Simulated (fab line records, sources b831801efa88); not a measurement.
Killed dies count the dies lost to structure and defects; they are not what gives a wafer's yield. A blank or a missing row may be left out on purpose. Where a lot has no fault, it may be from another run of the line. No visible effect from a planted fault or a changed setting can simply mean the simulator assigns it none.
Problem report in the 8D (eight disciplines) form, filled by code -- flow sky130 -- the parts of the form that need people (team, actions taken, sign-off) are left out

== 1. PROBLEM STATEMENT ==
Across 6 wafers from 2 lots, SD_N_RS at SKY_SD_N_RS_MEAS_16 averages 65.13 ohm/sq, while fault-free wafers read 68.53 ohm/sq with a standard deviation of 0.12. That is -28 standard deviations from the usual mean.
The step: measures by four-point-probe.
The first sign was on wafer L653.1 at day 31 13:40, on film metro-01. The record holds 33 wafers of 11 lots with a number at this step. Rule for "out" (also "out of limits"): further than 4 standard deviations from the usual mean. Any other wafer with a number is counted as sound.

== 2. WHAT IT IS, WHAT IT ISN'T ==
question,is,is not
which readings at this step,SD_N_RS,-
which lots,"L653, L655","L647, L650, L651, L652, L654, L662, L663, L664, L666"
which wafers of those lots,all that have a number,-
read on which gauges,"film metro-01, film metro-04",film metro-02
when,from day 31 13:40,"up to then (12 sound wafers); but 15 sound wafers of L654, L662, L663, L664, L666 came after"

== 3. WHAT RULES OUT EACH SUSPECT ==
Counting: any tool at a process step up to the reading is kept as a suspect provided that every lot that is out went through it and no sound lot did after the first of them.
- ruled out: the gauge at SKY_SD_N_RS_MEAS_16. Those wafers that are out were read across 2 gauges (film metro-01, film metro-04).
- rtp anneal-02 at SKY_SD_N_RTA_14 (time 2 s): ruled out as a lasting fault. Sound lots L664, L666 ran on it after its first lot that is out, L653 (day 31 13:29).
Left after counting: nothing in the record.

== 4. THE CAUSE (what the simulator had put in) ==
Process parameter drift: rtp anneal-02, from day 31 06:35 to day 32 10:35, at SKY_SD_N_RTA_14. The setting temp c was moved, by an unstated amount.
It was ruled out by counting, in error; the rule expects a fault to strike all lots run on its tool from its start on, and this fault did not.

== 5. SEQUENCE OF EFFECTS, ordered by route ==
One row per reading whose mean, taken over the struck wafers that have a number, lies over 3 standard deviations from the usual. Only readings whose record carries a usual standard deviation are examined. hours: median over the lots of the time between each lot's start at the first step of this table that gives one and its start at this step. sigmas: the change, counted in usual standard deviations.
hours,step,reading,usual,on struck wafers,change,sigmas
0,SKY_SD_N_RTA_14,lamp power pct,15.73 %,16.17,+0.44,+7.8
0,SKY_SD_N_RTA_14,wafer_temp_C_max,1078.2,1096.4,+18.2,+14
0,SKY_SD_N_RS_MEAS_16,SD_N_RS,68.53 ohm/sq,65.13,-3.40,-28
4,SKY_SD_N_RS_MEAS_17,SD_P_RS,147.1 ohm/sq,130.9,-16.2,-37
It contains these process steps:
- SKY_SD_N_RTA_14: time 2 s.

== 6. HOW IT WOULD HAVE BEEN CAUGHT EARLIER ==
Counted from the fault's start at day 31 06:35, it took 7 hours until the first out-of-limits reading at a measuring or inspecting step in this record, taken at day 31 13:40.
The tool's own readings at SKY_SD_N_RTA_14 were out on every struck wafer that the step has a row for (lamp power pct, wafer_temp_C_max): an alarm limit on them would have fired on the first of those.
